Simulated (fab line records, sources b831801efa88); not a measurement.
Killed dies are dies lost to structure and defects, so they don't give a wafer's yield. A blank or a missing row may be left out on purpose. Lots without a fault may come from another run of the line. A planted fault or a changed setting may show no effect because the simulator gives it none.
Which tool did it? | flow gf180mcu | 6 lots, 18 wafers sampled, at 3 steps of a route of 602

WHAT THE GAUGES READ, wafer by wafer
GF_HV_LDD_TW_MEAS_38.
lot  | measured     | on            | HV_LDD_3_TW
L842 | day 13 04:29 | film_metro-03 | 1431 1432 1424
L845 | day 14 03:52 | film_metro-01 | 1437 1437 1449
L847 | day 14 18:42 | film_metro-03 | 1453 1438 1444
L849 | day 15 11:21 | film_metro-02 | 1424 1422 1424
L851 | day 16 02:54 | film_metro-03 | 1450 1447 1448
L855 | day 17 15:14 | film_metro-02 | 1480 1479 1476

WHICH TOOL RAN EACH LOT (tool, then ch and the chambers of the sampled wafers, then the start)
lot  | GF_POLY_GATE_ETCH_12               | GF_HV_LDD_IMPLANT_36
L842 | rie_diel-03 ch 1,3, day 10 14:52   | implanter-01 ch 0, day 13 04:15
L845 | rie_diel-03 ch 1,3, day 11 13:31   | implanter-04 ch 0, day 14 03:37
L847 | rie_diel-03 ch 1,2,3, day 12 02:19 | implanter-04 ch 0, day 14 18:27
L849 | rie_diel-04 ch 1,2,3, day 12 19:55 | implanter-01 ch 0, day 15 11:06
L851 | rie_diel-04 ch 0,1,2, day 13 05:46 | implanter-03 ch 0, day 16 02:41
L855 | rie_diel-03 ch 0,3, day 14 19:07   | implanter-03 ch 0, day 17 15:01
- GF_POLY_GATE_ETCH_12: etches BARC in N2/H2.
- GF_HV_LDD_IMPLANT_36

THE ANSWER, worked out from the rows above alone
Rule: what is usual is taken from the lots themselves. Put in order of their means at a reading, lots are off if they are a third of the lots or fewer, leave a main group of 4 or more, and stand apart from it by a gap of 3 or more times the standard deviation of the main group's means; of several such gaps the widest counts. A main group whose means are all the same, to the digits that the tables above print for the reading, isn't used. A lot without any number at a reading at which 4 lots or more have one is off too. The other lots that the step has rows for count as sound.
Off: L855, at GF_HV_LDD_TW_MEAS_38 (HV_LDD_3_TW). The main group: mean 1437, standard deviation 9.6.
A tool fits if, at a process step before that reading, it ran every lot that is off, and no sound lot after the first of them. The gauges at GF_HV_LDD_TW_MEAS_38 are tried like those tools. Can't be told from this: 3 tools fit, rie_diel-03 at GF_POLY_GATE_ETCH_12, implanter-03 at GF_HV_LDD_IMPLANT_36, film_metro-02 at GF_HV_LDD_TW_MEAS_38.

WHAT THE SIMULATOR HAD PUT IN
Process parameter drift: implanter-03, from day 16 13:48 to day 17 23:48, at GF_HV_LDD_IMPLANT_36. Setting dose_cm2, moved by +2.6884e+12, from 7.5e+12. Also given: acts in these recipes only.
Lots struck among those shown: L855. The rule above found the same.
